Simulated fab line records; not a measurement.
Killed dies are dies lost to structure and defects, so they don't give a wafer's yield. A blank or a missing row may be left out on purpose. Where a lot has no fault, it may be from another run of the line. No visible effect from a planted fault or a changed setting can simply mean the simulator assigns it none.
What tool caused it? + flow sky130 + 13 lots, 39 wafers sampled, at 7 steps of a route of 708

## WHAT EACH GAUGE READ, for each wafer
SKY_VT_ADJUST_PCH_OVL_MEAS_07.
| lot  | measured     | on         | VT_ADJUST_PCH_OVL (nm) |
|------|--------------|------------|------------------------|
| L456 | day 10 23:59 | overlay-01 | -1.9 -2.4 -3.1         |
| L457 | day 11 04:40 | overlay-01 | -2.3 -1.5 -2.0         |
| L458 | day 11 15:38 | overlay-01 | -2.7 -1.0 -1.9         |
| L459 | day 12 00:22 | overlay-02 | 1.7 -0.7 1.1           |
| L460 | day 12 08:25 | overlay-01 | -0.4 -0.2 -1.3         |
| L463 | day 13 13:07 | overlay-01 | -0.7 -1.9 -1.0         |
| L466 | day 14 06:49 | overlay-02 | -0.6 -0.5 -0.7         |
| L467 | day 14 09:19 | overlay-02 | 0.1 1.2 0.3            |
| L469 | day 15 03:13 | overlay-01 | -1.8 -1.0 -2.0         |
| L471 | day 15 15:58 | overlay-01 | -2.0 -2.2 -0.2         |
| L475 | day 16 21:58 | overlay-01 | -3.1 -3.0 -3.7         |
| L476 | day 17 09:01 | overlay-01 | -2.6 -1.2 -1.1         |
| L477 | day 17 19:31 | overlay-01 | -2.8 -3.5 -3.1         |

SKY_LDD_P_CD_MEAS_07: target cd 380 nm.
| lot  | measured     | on        | cd-nm (nm)        |
|------|--------------|-----------|-------------------|
| L456 | day 19 11:55 | cd-sem-02 | 375.9 378.2 378.5 |
| L457 | day 19 20:31 | cd-sem-01 | 373.8 376.2 374.4 |
| L458 | day 20 09:02 | cd-sem-02 | 380.0 381.5 382.0 |
| L459 | day 21 00:23 | cd-sem-01 | 383.2 381.2 386.0 |
| L460 | day 22 00:47 | cd-sem-02 | 379.9 379.0 376.3 |
| L463 | day 22 13:13 | cd-sem-02 | 384.2 381.1 383.6 |
| L466 | day 23 10:35 | cd-sem-01 | 382.1 378.9 382.1 |
| L467 | day 23 15:02 | cd-sem-01 | 380.2 381.2 379.9 |
| L469 | day 24 12:14 | cd-sem-02 | - - -             |
| L471 | day 25 06:48 | cd-sem-01 | 380.7 383.5 378.4 |
| L475 | day 26 03:29 | cd-sem-01 | 379.9 381.3 383.1 |
| L476 | day 26 16:18 | cd-sem-01 | 378.7 379.4 379.3 |
| L477 | day 28 08:45 | cd-sem-01 | 381.8 381.5 379.8 |

SKY_LDD_P_TW_MEAS_11.
| lot  | measured     | on            | LDD_P_TW    |
|------|--------------|---------------|-------------|
| L456 | day 19 12:17 | film-metro-03 | 640 643 643 |
| L457 | day 19 20:56 | film-metro-03 | 645 645 644 |
| L458 | day 20 09:26 | film-metro-03 | 649 647 645 |
| L459 | day 21 00:47 | film-metro-01 | 642 645 641 |
| L460 | day 22 01:11 | film-metro-01 | 643 643 643 |
| L463 | day 22 13:37 | film-metro-03 | 641 640 640 |
| L466 | day 23 11:01 | film-metro-01 | 641 643 639 |
| L467 | day 23 15:26 | film-metro-03 | 643 641 646 |
| L469 | day 24 12:38 | film-metro-03 | 30 30 30    |
| L471 | day 25 07:13 | film-metro-03 | 647 645 642 |
| L475 | day 26 03:53 | film-metro-02 | 638 635 635 |
| L476 | day 26 16:43 | film-metro-03 | 639 636 641 |
| L477 | day 28 09:08 | film-metro-03 | 637 638 637 |

SKY_LDD_HVP_TW_MEAS_10.
| lot  | measured     | on            | LDD_HVP_TW        |
|------|--------------|---------------|-------------------|
| L456 | day 22 01:25 | film-metro-01 | 462.4 462.4 461.4 |
| L457 | day 22 09:47 | film-metro-04 | 460.1 462.5 459.8 |
| L458 | day 22 21:52 | film-metro-01 | 460.8 461.7 462.4 |
| L459 | day 23 12:23 | film-metro-01 | 460.5 461.7 457.3 |
| L460 | day 24 12:17 | film-metro-01 | 455.4 459.3 456.1 |
| L463 | day 25 00:54 | film-metro-04 | 463.6 466.1 465.0 |
| L466 | day 25 22:19 | film-metro-04 | 464.1 464.4 463.9 |
| L467 | day 26 02:41 | film-metro-03 | 461.2 461.0 459.9 |
| L469 | day 26 23:05 | film-metro-01 | 706.2 705.1 704.4 |
| L471 | day 27 18:02 | film-metro-01 | 459.1 458.3 459.9 |
| L475 | day 28 15:28 | film-metro-04 | 465.9 461.8 463.5 |
| L476 | day 29 04:10 | film-metro-04 | 461.2 464.4 462.6 |
| L477 | day 30 16:06 | film-metro-01 | 461.6 463.7 459.1 |

## EACH LOT AND THE TOOL THAT RAN IT (in order: tool; ch and the chambers of the sampled wafers; start)
| lot  | SKY_SONOS_ONO_STRIP_17               | SKY_LDD_P_EXPOSE_04                 | SKY_LDD_HVP_STRIP_09                 |
|------|--------------------------------------|-------------------------------------|--------------------------------------|
| L456 | plasma-asher-01 ch 0,1, day 13 05:24 | iline-stepper-01 ch 0, day 18 21:02 | plasma-asher-02 ch 0,1, day 22 01:20 |
| L457 | plasma-asher-01 ch 0,1, day 13 15:10 | iline-stepper-01 ch 0, day 19 05:32 | plasma-asher-03 ch 0,1, day 22 09:41 |
| L458 | plasma-asher-03 ch 0,1, day 14 00:16 | iline-stepper-01 ch 0, day 19 17:58 | plasma-asher-03 ch 0,1, day 22 21:46 |
| L459 | plasma-asher-03 ch 0,1, day 14 08:38 | iline-stepper-02 ch 0, day 20 09:51 | plasma-asher-03 ch 0,1, day 23 12:17 |
| L460 | plasma-asher-02 ch 0,1, day 15 09:12 | iline-stepper-02 ch 0, day 21 10:07 | plasma-asher-03 ch 0,1, day 24 12:11 |
| L463 | plasma-asher-03 ch 0,1, day 15 22:40 | iline-stepper-02 ch 0, day 21 22:39 | plasma-asher-03 ch 0,1, day 25 00:47 |
| L466 | plasma-asher-01 ch 0,1, day 16 19:46 | iline-stepper-01 ch 0, day 22 20:29 | plasma-asher-04 ch 0,1, day 25 22:13 |
| L467 | plasma-asher-01 ch 0,1, day 16 21:03 | iline-stepper-01 ch 0, day 23 00:13 | plasma-asher-02 ch 0,1, day 26 02:35 |
| L469 | plasma-asher-02 ch 0,1, day 17 19:21 | iline-stepper-02 ch 0, day 23 21:55 | plasma-asher-04 ch 0,1, day 26 22:59 |
| L471 | plasma-asher-02 ch 0,1, day 18 13:48 | iline-stepper-02 ch 0, day 24 16:02 | plasma-asher-02 ch 0,1, day 27 17:56 |
| L475 | plasma-asher-01 ch 0,1, day 19 12:58 | iline-stepper-02 ch 0, day 25 13:33 | plasma-asher-02 ch 0,1, day 28 15:22 |
| L476 | plasma-asher-01 ch 0,1, day 20 03:52 | iline-stepper-02 ch 0, day 26 01:34 | plasma-asher-04 ch 0,1, day 29 04:04 |
| L477 | plasma-asher-01 ch 1, day 20 15:01   | iline-stepper-02 ch 0, day 27 18:08 | plasma-asher-04 ch 0,1, day 30 15:59 |
- SKY_SONOS_ONO_STRIP_17: strips in O2/N2.
- SKY_LDD_P_EXPOSE_04: exposes mask PSDM, target cd 380 nm.
- SKY_LDD_HVP_STRIP_09: strips in O2/N2.

## WHAT THE TOOLS THEMSELVES READ (means of the sampled wafers that have a number; where no wafer has one, the mark that the record gives instead)
SKY_SONOS_ONO_STRIP_17.
| lot  | tool            | drypump-motor-current-A (A) | oes-product-au (a.u.) | strip-time-to-endpoint-s (s) |
|------|-----------------|-----------------------------|-----------------------|------------------------------|
| L456 | plasma-asher-01 | 5.8                         | 0.709                 | 14.02                        |
| L457 | plasma-asher-01 | 5.8                         | 0.711                 | 14.10                        |
| L458 | plasma-asher-03 | 6.1                         | 0.715                 | 14.07                        |
| L459 | plasma-asher-03 | 6.1                         | 0.711                 | 14.05                        |
| L460 | plasma-asher-02 | 6.2                         | 0.709                 | 14.18                        |
| L463 | plasma-asher-03 | 6.1                         | 0.708                 | 14.10                        |
| L466 | plasma-asher-01 | 6.0                         | 0.710                 | 14.13                        |
| L467 | plasma-asher-01 | 5.7                         | 0.709                 | 14.06                        |
| L469 | plasma-asher-02 | 6.2                         | 0.713                 | 14.14                        |
| L471 | plasma-asher-02 | 6.2                         | 0.712                 | 14.08                        |
| L475 | plasma-asher-01 | 5.8                         | 0.708                 | 14.07                        |
| L476 | plasma-asher-01 | 6.0                         | 0.707                 | 14.15                        |
| L477 | plasma-asher-01 | 6.3                         | 0.713                 | 14.08                        |

SKY_LDD_P_EXPOSE_04.
| lot  | tool             | stage-vel-mm-s (mm/s) |
|------|------------------|-----------------------|
| L456 | iline-stepper-01 | 499.91                |
| L457 | iline-stepper-01 | 499.83                |
| L458 | iline-stepper-01 | 499.86                |
| L459 | iline-stepper-02 | 499.80                |
| L460 | iline-stepper-02 | 500.30                |
| L463 | iline-stepper-02 | 500.10                |
| L466 | iline-stepper-01 | 500.23                |
| L467 | iline-stepper-01 | 500.03                |
| L469 | iline-stepper-02 | 500.32                |
| L471 | iline-stepper-02 | 499.88                |
| L475 | iline-stepper-02 | 500.16                |
| L476 | iline-stepper-02 | 499.68                |
| L477 | iline-stepper-02 | 500.07                |

SKY_LDD_HVP_STRIP_09.
| lot  | tool            | drypump-motor-current-A (A) | oes-product-au (a.u.) | strip-time-to-endpoint-s (s) |
|------|-----------------|-----------------------------|-----------------------|------------------------------|
| L456 | plasma-asher-02 | 6.2                         | 0.407                 | 4.139                        |
| L457 | plasma-asher-03 | 6.1                         | 0.410                 | 4.136                        |
| L458 | plasma-asher-03 | 6.1                         | 0.411                 | 4.142                        |
| L459 | plasma-asher-03 | 6.1                         | 0.409                 | 4.139                        |
| L460 | plasma-asher-03 | 6.1                         | 0.405                 | 4.124                        |
| L463 | plasma-asher-03 | 6.1                         | 0.406                 | 4.118                        |
| L466 | plasma-asher-04 | 5.7                         | 0.405                 | 4.135                        |
| L467 | plasma-asher-02 | 6.2                         | 0.411                 | 4.125                        |
| L469 | plasma-asher-04 | 5.7                         | 0.406                 | 4.152                        |
| L471 | plasma-asher-02 | 6.1                         | 0.407                 | 4.122                        |
| L475 | plasma-asher-02 | 6.2                         | 0.407                 | 4.120                        |
| L476 | plasma-asher-04 | 5.5                         | 0.411                 | 4.131                        |
| L477 | plasma-asher-04 | 5.7                         | 0.405                 | 4.154                        |

## THE ANSWER, worked out from the rows above alone
Rule: usual is defined by the lots themselves. The widest of any qualifying gaps counts: lots, ordered by their means at a reading, are off when they make up no more than a third of the lots, leave a main group of 4 or more, and stand apart from it by 3 or more times the standard deviation of that group's means. A main group whose means are all the same, to the digits that the tables above print for the reading, isn't used. Also off: a lot with no number at a reading for which 4 or more lots have one. All remaining lots with rows at the step are treated as sound. After the gauges, taken in route order, come the tools' own readings; for these a lot's mean is taken, as printed above. At the first step where some lot is off, the reading lying furthest off is the one used; lots without a number count as furthest.
Off, at SKY_LDD_P_CD_MEAS_07 on cd-nm: L469. Without a number there: L469. The main group: mean 380.2 nm, standard deviation 2.3.
If a tool, at a process step before that reading, ran all the lots that are off and no sound lot after the first of them, it fits. Not tried: the gauges at SKY_LDD_P_CD_MEAS_07; whatever is off there is also off at SKY_LDD_P_TW_MEAS_11, on other tools, and gauge error can't account for it. None of those tried fits.

## WHAT THE SIMULATOR HAD INSERTED
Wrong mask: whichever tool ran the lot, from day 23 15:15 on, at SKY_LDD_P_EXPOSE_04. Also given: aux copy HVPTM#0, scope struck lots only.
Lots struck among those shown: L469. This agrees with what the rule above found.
